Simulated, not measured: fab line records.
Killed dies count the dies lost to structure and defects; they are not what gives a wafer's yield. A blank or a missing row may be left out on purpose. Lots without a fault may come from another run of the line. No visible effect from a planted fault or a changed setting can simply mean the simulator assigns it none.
fab line records	flow sky130
[record] lots = 12	wafers = 36	last-day = 49
route steps=708 shown LOCAL_INTERCONNECT@402 METAL1@438 METAL2@498 METAL3@535 PAD_OPEN@708
lots that met no fault: taken from a fault-free run of the same line
start-h: the number of hours between the record's first day and the start of the first shown wafer of the lot	wait-h: hours elapsed since this lot's preceding step	" unchanged from the row above	L1.1+2: one row covering several wafers at once	- no value, or no start given	* or withheld: withheld	< > ~ a bound
route shown NAME@n: names a module that has steps shown in the file, with the first one's number in the route	usual: the fault-free wafers' mean and standard deviation	same: alike in all rows	chamber/n: place in a boat	sites: the reading at each site	_std_site: the values' standard deviation	_edge_site: inner sites' mean taken away from outer sites' mean	radius-mm: for every site, how far away it sits from the centre of the wafer	mask NAME#n: copy n	behind: the last tool/chamber to shape the wafer	hold: why the lot was held/for how many hours/how that ended	device: which transistor (n, p or np) failed to switch	end of line: tests of these same wafers at the route's end	step lacking rows: just its recipe	killed: count of dies lost to structure and defects at first sort (not the wafer's yield)	map: per-die view of a wafer (x killed, . not killed, _ where there is no die)
set.NAME: the run value of the setting; set.NAME@STEP: its run value at that earlier step	model.NAME: the simulator's own value behind a step, which no gauge read
one table for each step of the route and one row for each wafer, over a sample of lots
services: when a tool's chamber went out of use (start-h, in hours from the record's first day, below 0 if earlier), for how many hours, and the reason
[[steps]]
[step SKY_LOCAL_INTERCONNECT_STRIP_15]
[recipe] chemistry = O2/N2	power-w = 1400	pressure-mtorr = 1500	platen-temp-c = withheld	o2-flow-sccm = 3000	n2-flow-sccm = 300	overash-fraction = 0.5
[usual] drypump-motor-current-A = 5.8/0.35	oes-product-au = 0.427/0.0044	strip-time-to-endpoint-s = 4.734/0.016
lot.wafer	tool	chamber	start-h	wait-h	drypump-motor-current-A	oes-product-au	rf-hours-counter-h	strip-time-to-endpoint-s
L497.3	plasma-asher-04	0	705.66	0.1	5.7	0.426	-	4.742
L497.4	"	1	"	"	6.1	0.430	-	4.727
L497.5	"	0	"	"	5.7	0.424	-	4.746
L498.3	plasma-asher-01	0	708.98	0.1	5.4	0.421	-	4.744
L498.5	"	0	"	"	5.5	0.427	-	4.728
L498.6	"	1	"	"	6.3	0.432	-	4.744
L499.2	plasma-asher-04	0	715.77	0.0	5.7	0.429	105	4.726
L499.4	"	0	"	"	5.6	0.422	-	4.732
L499.5	"	1	"	"	6.1	0.428	-	4.741
L501.1	plasma-asher-01	0	737.92	0.0	5.5	0.433	94	4.724
L501.3	"	1	"	"	6.2	0.425	-	4.746
L501.6	"	1	"	"	6.2	0.428	-	4.744
L502.3	plasma-asher-01	0	748.97	0.1	5.4	0.419	-	4.699
L502.4	"	1	"	"	6.2	0.428	-	4.708
L502.5	"	1	"	"	6.2	0.425	-	4.719
L503.1	plasma-asher-04	1	749.39	0.0	6.1	0.429	0	4.716
L503.3	"	1	"	"	6.1	0.424	-	4.722
L503.5	"	1	"	"	6.1	0.422	-	4.737
L504.2	plasma-asher-01	1	763.04	0.0	6.2	0.429	97	4.717
L504.3	"	1	"	"	6.2	0.419	-	4.732
L504.6	"	1	"	"	6.2	0.423	-	4.736
L505.3	plasma-asher-04	1	771.86	0.1	6.1	0.425	-	4.754
L505.5	"	0	"	"	5.7	0.427	-	4.709
L505.6	"	1	"	"	6.1	0.423	-	4.735
L509.2	plasma-asher-04	1	801.52	0.0	6.1	0.426	5	4.724
L509.4	"	1	"	"	6.1	0.426	-	4.741
L509.5	"	1	"	"	6.1	0.425	-	4.727
L515.1	plasma-asher-02	0	848.75	0.1	5.3	0.431	39	4.742
L515.3	"	0	"	"	5.3	0.425	-	4.732
L515.5	"	0	"	"	5.3	0.426	-	4.725
L516.1	plasma-asher-04	1	854.52	0.0	6.2	0.426	11	4.738
L516.4	"	0	"	"	5.7	0.424	-	4.717
L516.6	"	0	"	"	5.6	0.420	-	4.726
L517.2	plasma-asher-01	1	861.50	0.1	6.2	0.431	107	4.753
L517.3	"	0	"	"	5.4	0.435	-	4.740
L517.5	"	0	"	"	5.4	0.424	-	4.734
[step SKY_METAL1_SPUTTER_04]
[recipe] material = TiN	target-thk-nm = 70	power-w = 6500	time-s = 58.3	chamber-pressure-pa = 0.4
[usual] throttle-valve-pct = 30.5/0.9
lot.wafer	tool	chamber	start-h	wait-h	throttle-valve-pct
L497.3	pvd-sputter-03	-	736.02	0.0	30.8
L497.4	"	-	"	"	31.1
L497.5	"	-	"	"	31.0
L498.3	pvd-sputter-04	-	740.30	0.0	31.3
L498.5	"	-	"	"	30.9
L498.6	"	-	"	"	28.8
L499.2	pvd-sputter-03	-	745.59	0.0	30.2
L499.4	"	-	"	"	29.8
L499.5	"	-	"	"	31.1
L501.1	pvd-sputter-03	-	767.94	0.0	31.4
L501.3	"	-	"	"	30.6
L501.6	"	-	"	"	30.9
L502.3	pvd-sputter-04	-	778.29	0.0	28.7
L502.4	"	-	"	"	32.6
L502.5	"	-	"	"	28.9
L503.1	pvd-sputter-03	-	778.94	0.0	29.5
L503.3	"	-	"	"	30.2
L503.5	"	-	"	"	31.1
L504.2	pvd-sputter-03	-	792.31	0.0	29.4
L504.3	"	-	"	"	30.0
L504.6	"	-	"	"	30.9
L505.3	pvd-sputter-03	-	801.17	0.0	31.4
L505.5	"	-	"	"	31.1
L505.6	"	-	"	"	30.0
L509.2	pvd-sputter-04	-	830.60	0.0	32.3
L509.4	"	-	"	"	31.0
L509.5	"	-	"	"	32.4
L515.1	pvd-sputter-03	-	877.75	0.0	30.2
L515.3	"	-	"	"	30.9
L515.5	"	-	"	"	31.0
L516.1	pvd-sputter-03	-	883.19	0.0	30.9
L516.4	"	-	"	"	29.5
L516.6	"	-	"	"	30.1
L517.2	pvd-sputter-04	-	890.64	0.0	29.6
L517.3	"	-	"	"	29.1
L517.5	"	-	"	"	29.7
[step SKY_METAL2_CD_MEAS_15]
[recipe] target-cd-nm = 140
[usual] cd-nm = 139.8/1.7
lot.wafer	tool	chamber	start-h	wait-h	cd-nm
L497.3	cd-sem-01	-	820.01	-	138.0
L497.4	"	-	"	"	137.4
L497.5	"	-	"	"	136.6
L498.3	cd-sem-02	-	823.96	-	139.0
L498.5	"	-	"	"	139.4
L498.6	"	-	"	"	138.0
L499.2	cd-sem-01	-	828.54	-	143.5
L499.4	"	-	"	"	144.1
L499.5	"	-	"	"	142.4
L501.1	cd-sem-02	-	851.47	-	136.1
L501.3	"	-	"	"	136.7
L501.6	"	-	"	"	137.6
L502.3	cd-sem-02	-	859.69	-	139.6
L502.4	"	-	"	"	137.2
L502.5	"	-	"	"	138.6
L503.1	cd-sem-02	-	860.82	-	141.4
L503.3	"	-	"	"	140.3
L503.5	"	-	"	"	141.7
L504.2	cd-sem-02	-	873.57	-	140.5
L504.3	"	-	"	"	139.8
L504.6	"	-	"	"	140.5
L505.3	cd-sem-01	-	881.92	-	139.1
L505.5	"	-	"	"	139.1
L505.6	"	-	"	"	139.1
L509.2	cd-sem-02	-	911.94	-	139.2
L509.4	"	-	"	"	138.3
L509.5	"	-	"	"	138.4
L515.1	cd-sem-02	-	957.02	-	141.2
L515.3	"	-	"	"	141.5
L515.5	"	-	"	"	141.3
L516.1	cd-sem-02	-	958.62	-	139.9
L516.4	"	-	"	"	141.1
L516.6	"	-	"	"	140.9
L517.2	cd-sem-01	-	967.74	-	139.7
L517.3	"	-	"	"	138.7
L517.5	"	-	"	"	139.4
[step SKY_METAL3_SPUTTER_03]
[recipe] material = Ti	target-thk-nm = 5	power-w = 3000	time-s = 3.3	chamber-pressure-pa = 0.4
[usual] throttle-valve-pct = 30.5/1
lot.wafer	tool	chamber	start-h	wait-h	throttle-valve-pct
L497.3	pvd-sputter-03	-	849.83	0.0	29.6
L497.4	"	-	"	"	30.0
L497.5	"	-	"	"	31.1
L498.3	pvd-sputter-04	-	853.32	0.0	32.7
L498.5	"	-	"	"	32.9
L498.6	"	-	"	"	29.0
L499.2	pvd-sputter-03	-	857.84	0.0	30.7
L499.4	"	-	"	"	30.2
L499.5	"	-	"	"	30.3
L501.1	pvd-sputter-03	-	880.44	0.0	31.0
L501.3	"	-	"	"	29.3
L501.6	"	-	"	"	31.1
L502.3	pvd-sputter-04	-	888.38	0.0	32.5
L502.4	"	-	"	"	30.9
L502.5	"	-	"	"	31.0
L503.1	pvd-sputter-04	-	889.33	0.0	31.0
L503.3	"	-	"	"	29.5
L503.5	"	-	"	"	29.6
L504.2	pvd-sputter-03	-	901.38	0.0	30.8
L504.3	"	-	"	"	31.0
L504.6	"	-	"	"	30.9
L505.3	pvd-sputter-02	-	910.49	0.0	30.2
L505.5	"	-	"	"	30.3
L505.6	"	-	"	"	30.2
L509.2	pvd-sputter-04	-	939.61	0.0	32.4
L509.4	"	-	"	"	28.5
L509.5	"	-	"	"	32.6
L515.1	pvd-sputter-04	-	983.73	0.0	32.7
L515.3	"	-	"	"	29.8
L515.5	"	-	"	"	29.7
L516.1	pvd-sputter-04	-	985.58	0.0	29.3
L516.4	"	-	"	"	31.0
L516.6	"	-	"	"	29.0
L517.2	pvd-sputter-04	-	994.93	0.0	28.8
L517.3	"	-	"	"	32.4
L517.5	"	-	"	"	29.8
[step SKY_PAD_OPEN_PROBE_99]
[usual] defect-limited-yield = 82.8/1.8	killed_at_M0_to_M3 = 43/6.3	killed_at_M4_up = 3.1/1.9	killed-at-contacts = 24/5.1	killed-at-front-end = 14/4.3	killed-at-other = 0.3/0.53	killed-dies = 85/8.8	killed-open = 46/7.1	killed-short = 38/5.9	sort_bin_3_pad_short = 0.8/0.41	sort_bin_5_function = 10.4/1.5	sort_bin_6_memory = 6.1/1.1	sort-n-pass = 407/8.8	sort-yield-pct = 82.8/1.8
[same] gross-dies = 492	killed-at-back-side = 0	sort_bin_4_leakage[%] = 0	sort_bin_8_speed[%] = 0
lot.wafer	tool	chamber	start-h	wait-h	hold	defect-limited-yield[%]	killed_at_M0_to_M3	killed_at_M4_up	killed-at-contacts	killed-at-front-end	killed-at-other	killed-dies	killed-open	killed-short	sort_bin_3_pad_short[%]	sort_bin_5_function[%]	sort_bin_6_memory[%]	sort-n-pass	sort-yield-pct[%]
L497.3	prober-01	-	1073.93	0.2	-	85.2	39	1	22	10	1	73	40	33	0.8	8.3	5.7	419	85.2
L497.4	prober-01	-	1073.98	0.2	-	81.3	46	2	26	18	0	92	54	38	0.8	12.0	5.9	400	81.3
L497.5	prober-01	-	1074.03	0.2	-	83.1	47	4	23	9	0	83	56	25	0.4	9.1	7.3	409	83.1
L498.3	prober-02	-	1078.88	0.2	-	82.7	47	5	20	13	0	85	51	34	0.2	10.4	6.7	407	82.7
L498.5	prober-02	-	1078.98	0.2	-	84.6	32	4	26	14	0	76	42	34	0.4	9.1	5.9	416	84.6
L498.6	prober-02	-	1079.03	0.2	-	84.1	38	3	24	12	1	78	37	41	0.8	9.8	5.3	414	84.1
L499.2	prober-01	-	1082.82	0.1	-	82.5	49	3	20	14	0	86	52	34	0.8	9.8	6.9	406	82.5
L499.4	prober-01	-	1082.92	0.2	-	83.3	45	6	18	13	0	82	47	35	0.6	11.8	4.3	410	83.3
L499.5	prober-01	-	1082.97	0.2	-	82.9	40	7	25	12	0	84	45	39	0.8	9.6	6.7	408	82.9
L501.1	prober-01	-	1100.68	0.1	-	81.3	37	5	29	21	0	92	52	40	0.2	12.4	6.1	400	81.3
L501.3	prober-01	-	1100.78	0.2	-	85.0	41	7	18	8	0	74	36	38	1.4	10.2	3.5	418	85.0
L501.6	prober-01	-	1100.93	0.2	-	83.7	39	0	26	15	0	80	37	43	0.8	10.2	5.3	412	83.7
L502.3	prober-02	-	1105.66	0.2	-	81.7	42	2	33	13	0	90	47	43	1.0	11.0	6.3	402	81.7
L502.4	prober-02	-	1105.71	0.2	-	82.5	51	1	20	14	0	86	47	39	0.6	8.9	7.9	406	82.5
L502.5	prober-02	-	1105.76	0.2	-	80.9	50	1	30	13	0	94	47	47	0.8	10.6	7.7	398	80.9
L503.1	prober-01	-	1108.44	0.1	-	87.2	32	2	18	10	1	63	40	23	0.4	7.5	4.9	429	87.2
L503.3	prober-01	-	1108.54	0.2	-	84.6	38	1	26	11	0	76	47	29	0.8	9.6	5.1	416	84.6
L503.5	prober-01	-	1108.64	0.2	-	84.3	41	1	19	16	0	77	38	39	1.2	8.7	5.7	415	84.3
L504.2	prober-02	-	1118.52	0.1	-	83.3	43	4	26	9	0	82	47	35	1.6	10.6	4.5	410	83.3
L504.3	prober-02	-	1118.57	0.2	-	79.7	49	4	33	14	0	100	60	40	1.0	12.4	6.9	392	79.7
L504.6	prober-02	-	1118.72	0.2	-	82.1	55	3	14	16	0	88	50	38	1.0	10.4	6.5	404	82.1
L505.3	prober-01	-	1124.88	0.2	-	83.3	43	1	22	15	1	82	43	39	0.8	8.9	6.9	410	83.3
L505.5	prober-01	-	1124.98	0.2	-	85.0	39	5	23	7	0	74	48	26	0.4	8.9	5.7	418	85.0
L505.6	prober-01	-	1125.03	0.2	-	80.5	46	1	31	18	0	96	58	38	0.8	13.2	5.5	396	80.5
L509.2	prober-01	-	1145.50	0.1	-	82.7	46	2	18	19	0	85	45	40	0.4	10.2	6.7	407	82.7
L509.4	prober-01	-	1145.60	0.2	-	84.3	41	4	21	11	0	77	41	36	0.2	10.2	5.3	415	84.3
L509.5	prober-01	-	1145.65	0.2	-	81.3	42	2	27	20	1	92	41	51	1.4	11.8	5.5	400	81.3
L515.1	prober-01	-	1179.32	0.1	-	85.6	44	4	13	10	0	71	36	35	1.0	7.9	5.5	421	85.6
L515.3	prober-01	-	1179.42	0.2	-	82.9	40	3	25	16	0	84	40	44	0.2	8.9	7.9	408	82.9
L515.5	prober-01	-	1179.52	0.2	-	84.3	33	3	24	17	0	77	45	32	0.8	10.2	4.7	415	84.3
L516.1	prober-02	-	1180.79	0.1	await-dispo/1.7h/release	80.7	61	3	22	9	0	95	41	28	1.6	11.8	5.9	397	80.7
L516.4	prober-02	-	1180.94	0.2	await-dispo/1.7h/release	75.0	84	1	21	17	0	123	47	34	2.2	15.9	6.9	369	75.0
L516.6	prober-02	-	1181.04	0.2	await-dispo/1.7h/release	72.0	103	3	18	14	0	138	42	32	3.7	17.1	7.3	354	72.0
L517.2	prober-01	-	1186.45	0.1	await-dispo/4.8h/release	74.0	81	10	23	14	0	128	33	38	3.3	17.3	5.5	364	74.0
L517.3	prober-01	-	1186.50	0.2	await-dispo/4.8h/release	71.5	102	2	21	15	0	140	44	37	3.5	19.1	5.9	352	71.5
L517.5	prober-01	-	1186.60	0.2	await-dispo/4.8h/release	75.4	81	2	23	14	1	121	48	42	2.4	13.6	8.5	371	75.4
// killed by level:class
L497.3 VIA1:geometric-particle:open=10 CONTACT:geometric-particle:open=7 LI_CONTACT:geometric-particle:open=6 VIA2:geometric-particle:open=6 FIELD_ISO:geometric-particle:short=5 METAL3:geometric-particle:short=5 METAL1:geometric-particle:short=5 CONTACT:geometric-particle:short=4
L497.4 VIA2:geometric-particle:open=9 CONTACT:geometric-particle:open=8 VIA1:geometric-particle:open=8 VIA3:geometric-particle:open=8 LI_CONTACT:geometric-particle:open=7 FIELD_ISO:geometric-particle:open=6 CONTACT:geometric-particle:short=6 METAL1:geometric-particle:short=5
L497.5 VIA1:geometric-particle:open=16 CONTACT:geometric-particle:open=12 VIA3:geometric-particle:open=8 VIA2:geometric-particle:open=5 FIELD_ISO:geometric-particle:open=4 LI_CONTACT:geometric-particle:open=4 METAL1:geometric-particle:short=4 VIA1:geometric-particle:short=4
L498.3 VIA1:geometric-particle:open=13 VIA3:geometric-particle:open=10 LI_CONTACT:geometric-particle:open=8 METAL2:geometric-particle:short=5 CONTACT:geometric-particle:open=5 VIA3:geometric-particle:short=5 FIELD_ISO:geometric-particle:short=4 POLY_GATE:geometric-particle:open=4
L498.5 CONTACT:geometric-particle:open=9 VIA1:geometric-particle:open=9 LI_CONTACT:geometric-particle:open=7 VIA2:geometric-particle:open=5 METAL2:geometric-particle:short=5 FIELD_ISO:geometric-particle:short=4 FIELD_ISO:geometric-particle:open=4 LI_CONTACT:geometric-particle:short=3
L498.6 VIA1:geometric-particle:open=13 CONTACT:geometric-particle:open=7 CONTACT:geometric-particle:short=7 LI_CONTACT:geometric-particle:open=6 POLY_GATE:geometric-particle:short=5 METAL2:geometric-particle:short=5 FIELD_ISO:geometric-particle:short=4 VIA2:geometric-particle:short=4
L499.2 VIA1:geometric-particle:open=12 CONTACT:geometric-particle:open=10 VIA3:geometric-particle:open=7 VIA1:geometric-particle:short=5 VIA2:geometric-particle:open=5 METAL1:geometric-particle:short=5 VIA3:geometric-particle:short=5 FIELD_ISO:geometric-particle:open=4
L499.4 VIA1:geometric-particle:open=12 VIA3:geometric-particle:open=8 CONTACT:geometric-particle:open=6 VIA2:geometric-particle:open=6 METAL3:geometric-particle:short=6 METAL4:geometric-particle:short=5 POLY_GATE:geometric-particle:short=4 LI_CONTACT:geometric-particle:open=4
L499.5 LI_CONTACT:geometric-particle:open=13 VIA1:geometric-particle:open=7 VIA2:geometric-particle:open=7 VIA3:geometric-particle:open=7 CONTACT:geometric-particle:open=6 METAL4:geometric-particle:short=6 CONTACT:geometric-particle:short=5 METAL3:geometric-particle:short=5
L501.1 VIA1:geometric-particle:open=9 LI_CONTACT:geometric-particle:open=8 CONTACT:geometric-particle:open=8 VIA3:geometric-particle:open=7 CONTACT:geometric-particle:short=6 POLY_GATE:geometric-particle:open=5 POLY_GATE:geometric-particle:short=5 METAL3:geometric-particle:short=5
L501.3 VIA3:geometric-particle:open=7 VIA2:geometric-particle:open=6 METAL4:geometric-particle:short=6 METAL1:geometric-particle:short=5 VIA1:geometric-particle:open=5 VIA2:geometric-particle:short=4 CONTACT:geometric-particle:open=4 LI_CONTACT:geometric-particle:open=4
L501.6 CONTACT:geometric-particle:short=6 METAL1:geometric-particle:short=6 VIA3:geometric-particle:short=6 LOCAL_INTERCONNECT:geometric-particle:short=5 METAL2:geometric-particle:short=5 VIA2:geometric-particle:open=5 VIA3:geometric-particle:open=5 LI_CONTACT:geometric-particle:short=4
L502.3 CONTACT:geometric-particle:open=10 LI_CONTACT:geometric-particle:open=9 METAL1:geometric-particle:short=8 CONTACT:geometric-particle:short=6 VIA1:geometric-particle:short=6 VIA2:geometric-particle:open=6 VIA3:geometric-particle:open=6 LOCAL_INTERCONNECT:geometric-particle:short=5
L502.4 CONTACT:geometric-particle:open=9 VIA3:geometric-particle:open=9 VIA2:geometric-particle:open=9 VIA1:geometric-particle:open=8 METAL2:geometric-particle:short=7 METAL1:geometric-particle:short=5 METAL3:geometric-particle:short=5 CONTACT:geometric-particle:short=4
L502.5 VIA1:geometric-particle:open=11 LI_CONTACT:geometric-particle:open=9 CONTACT:geometric-particle:open=8 METAL2:geometric-particle:short=7 LOCAL_INTERCONNECT:geometric-particle:short=6 METAL1:geometric-particle:short=6 VIA2:geometric-particle:short=6 VIA3:geometric-particle:open=6
L503.1 LI_CONTACT:geometric-particle:open=10 VIA1:geometric-particle:open=8 VIA3:geometric-particle:open=5 FIELD_ISO:geometric-particle:open=4 VIA2:geometric-particle:open=4 CONTACT:geometric-particle:open=4 METAL2:geometric-particle:short=4 FIELD_ISO:geometric-particle:short=3
L503.3 VIA1:geometric-particle:open=13 LI_CONTACT:geometric-particle:open=7 CONTACT:geometric-particle:open=7 VIA3:geometric-particle:open=6 LI_CONTACT:geometric-particle:short=5 CONTACT:geometric-particle:short=5 FIELD_ISO:geometric-particle:open=4 POLY_GATE:geometric-particle:open=4
L503.5 METAL2:geometric-particle:short=9 LI_CONTACT:geometric-particle:open=7 METAL3:geometric-particle:short=6 CONTACT:geometric-particle:open=6 VIA1:geometric-particle:open=6 METAL1:geometric-particle:short=5 VIA3:geometric-particle:open=5 FIELD_ISO:geometric-particle:short=4
L504.2 CONTACT:geometric-particle:short=8 VIA1:geometric-particle:open=7 VIA2:geometric-particle:open=7 VIA3:geometric-particle:open=7 LI_CONTACT:geometric-particle:open=6 CONTACT:geometric-particle:open=6 LOCAL_INTERCONNECT:geometric-particle:short=5 VIA1:geometric-particle:short=5
L504.3 CONTACT:geometric-particle:open=12 VIA1:geometric-particle:open=11 VIA2:geometric-particle:open=10 LI_CONTACT:geometric-particle:open=8 VIA1:geometric-particle:short=7 LOCAL_INTERCONNECT:geometric-particle:short=6 METAL2:geometric-particle:short=6 VIA3:geometric-particle:open=4
L504.6 VIA1:geometric-particle:open=19 VIA1:geometric-particle:short=8 METAL1:geometric-particle:short=8 METAL2:geometric-particle:short=7 FIELD_ISO:geometric-particle:open=6 VIA2:geometric-particle:open=6 LI_CONTACT:geometric-particle:open=5 CONTACT:geometric-particle:open=4
L505.3 VIA1:geometric-particle:open=11 CONTACT:geometric-particle:open=8 METAL1:geometric-particle:short=7 VIA3:geometric-particle:open=7 POLY_GATE:geometric-particle:short=6 LI_CONTACT:geometric-particle:open=6 POLY_GATE:geometric-particle:open=5 LI_CONTACT:geometric-particle:short=5
L505.5 VIA1:geometric-particle:open=12 CONTACT:geometric-particle:open=9 CONTACT:geometric-particle:short=7 VIA2:geometric-particle:open=6 VIA3:geometric-particle:open=6 LI_CONTACT:geometric-particle:open=5 METAL2:geometric-particle:short=5 METAL4:geometric-particle:short=4
L505.6 CONTACT:geometric-particle:open=16 VIA3:geometric-particle:open=8 POLY_GATE:geometric-particle:open=7 VIA1:geometric-particle:open=7 VIA2:geometric-particle:open=7 CONTACT:geometric-particle:short=6 METAL1:geometric-particle:short=6 LI_CONTACT:geometric-particle:open=5
L509.2 VIA1:geometric-particle:open=10 FIELD_ISO:geometric-particle:short=8 METAL1:geometric-particle:short=8 CONTACT:geometric-particle:open=8 LI_CONTACT:geometric-particle:open=7 VIA2:geometric-particle:open=7 METAL2:geometric-particle:short=6 VIA1:geometric-particle:short=6
L509.4 VIA1:geometric-particle:open=12 CONTACT:geometric-particle:open=8 METAL1:geometric-particle:short=7 LI_CONTACT:geometric-particle:open=6 VIA3:geometric-particle:short=5 FIELD_ISO:geometric-particle:short=4 LOCAL_INTERCONNECT:geometric-particle:short=4 VIA1:geometric-particle:short=4
L509.5 LI_CONTACT:geometric-particle:open=9 CONTACT:geometric-particle:open=9 METAL1:geometric-particle:short=8 VIA1:geometric-particle:open=8 LOCAL_INTERCONNECT:geometric-particle:short=7 FIELD_ISO:geometric-particle:open=5 METAL3:geometric-particle:short=5 VIA1:geometric-particle:short=5
L515.1 VIA1:geometric-particle:open=7 METAL2:geometric-particle:short=7 METAL1:geometric-particle:short=7 VIA1:geometric-particle:short=5 VIA3:geometric-particle:open=5 LOCAL_INTERCONNECT:geometric-particle:short=4 FIELD_ISO:geometric-particle:open=3 LI_CONTACT:geometric-particle:open=3
L515.3 CONTACT:geometric-particle:open=9 FIELD_ISO:geometric-particle:short=7 VIA1:geometric-particle:open=7 LI_CONTACT:geometric-particle:open=7 VIA1:geometric-particle:short=7 VIA3:geometric-particle:open=6 POLY_GATE:geometric-particle:short=5 VIA2:geometric-particle:open=5
L515.5 CONTACT:geometric-particle:open=11 VIA2:geometric-particle:open=7 VIA1:geometric-particle:open=6 FIELD_ISO:geometric-particle:open=4 FIELD_ISO:geometric-particle:short=4 LI_CONTACT:geometric-particle:open=4 VIA3:geometric-particle:open=4 METAL2:geometric-particle:short=4
L516.1 METAL3:unspecified=26 VIA1:geometric-particle:open=10 CONTACT:geometric-particle:open=7 LI_CONTACT:geometric-particle:open=6 VIA3:geometric-particle:open=5 CONTACT:geometric-particle:short=4 METAL1:geometric-particle:short=4 METAL3:geometric-particle:short=4
L516.4 METAL3:unspecified=42 VIA1:geometric-particle:open=8 VIA2:geometric-particle:open=7 CONTACT:geometric-particle:short=6 METAL2:geometric-particle:short=6 VIA3:geometric-particle:open=6 LI_CONTACT:geometric-particle:open=6 CONTACT:geometric-particle:open=6
L516.6 METAL3:unspecified=64 VIA1:geometric-particle:open=11 CONTACT:geometric-particle:open=9 VIA2:geometric-particle:open=6 POLY_GATE:geometric-particle:open=5 METAL1:geometric-particle:short=5 VIA3:geometric-particle:open=5 METAL2:geometric-particle:short=4
L517.2 METAL3:unspecified=56 CONTACT:geometric-particle:open=12 METAL4:geometric-particle:short=8 VIA1:geometric-particle:short=6 POLY_GATE:geometric-particle:open=4 CONTACT:geometric-particle:short=4 VIA2:geometric-particle:open=4 FIELD_ISO:geometric-particle:short=3
L517.3 METAL3:unspecified=58 METAL1:geometric-particle:short=10 LI_CONTACT:geometric-particle:open=9 CONTACT:geometric-particle:open=8 VIA1:geometric-particle:open=7 FIELD_ISO:geometric-particle:short=5 VIA3:geometric-particle:open=5 VIA3:geometric-particle:short=5
L517.5 METAL3:unspecified=30 VIA1:geometric-particle:open=9 VIA1:geometric-particle:short=9 VIA3:geometric-particle:open=8 LI_CONTACT:geometric-particle:open=7 FIELD_ISO:geometric-particle:open=6 VIA2:geometric-particle:open=6 CONTACT:geometric-particle:short=5
[[services]]
tool	chamber	start-h	hours	kind
pvd-sputter-02	-	686.89	3.8	repair
pvd-sputter-02	-	725.95	1.3	repair
plasma-asher-04	-	733.75	9.0	pm
pvd-sputter-04	-	745.36	0.6	repair
pvd-sputter-04	-	750.07	2.2	repair
plasma-asher-02	-	755.70	4.7	repair
plasma-asher-01	-	770.57	2.8	pm
plasma-asher-04	-	796.34	5.1	repair
pvd-sputter-03	-	802.00	1.0	repair
pvd-sputter-04	-	817.12	1.9	repair
pvd-sputter-03	0	817.65	-	consumable-replace:kit
pvd-sputter-03	0	817.65	18.0	scheduled-down
pvd-sputter-03	0	817.65	18.0	vent-cycle
plasma-asher-01	-	869.31	4.2	repair
pvd-sputter-03	-	891.88	2.8	repair
plasma-asher-01	-	917.81	11.4	repair
plasma-asher-02	-	931.53	2.7	repair
plasma-asher-02	-	935.02	3.1	repair
plasma-asher-04	-	953.76	2.8	pm
plasma-asher-01	-	961.07	1.9	repair
pvd-sputter-03	3	974.16	-	consumable-replace:kit
pvd-sputter-03	3	974.16	18.0	scheduled-down
pvd-sputter-03	3	974.16	18.0	vent-cycle
plasma-asher-02	-	994.19	0.8	repair
[[key]]
[first-sign] step = SKY_PAD_OPEN_PROBE_99	reading = killed_at_M0_to_M3	direction = up	sigmas = 6.7	usual = 43	struck = 85
[effect] step = SKY_PAD_OPEN_PROBE_99	reading = sort_bin_3_pad_short	direction = up	sigmas = 4.9	usual = 0.8	struck = 2.8
met-at SKY_METAL3_SPUTTER_03
struck-lots L516,L517
not-acting-at SKY_LOCAL_INTERCONNECT_STRIP_15,SKY_METAL1_SPUTTER_04,SKY_METAL2_CD_MEAS_15
onset-between 983.73 985.58
also-fits time
[fault] kind = chamber-particle-source	tool = pvd-sputter-04	chamber = -	onset-h = 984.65	steps = SKY_METAL3_SPUTTER_03	rate-per-visit-cm2 = 1.2523	end-h = 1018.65
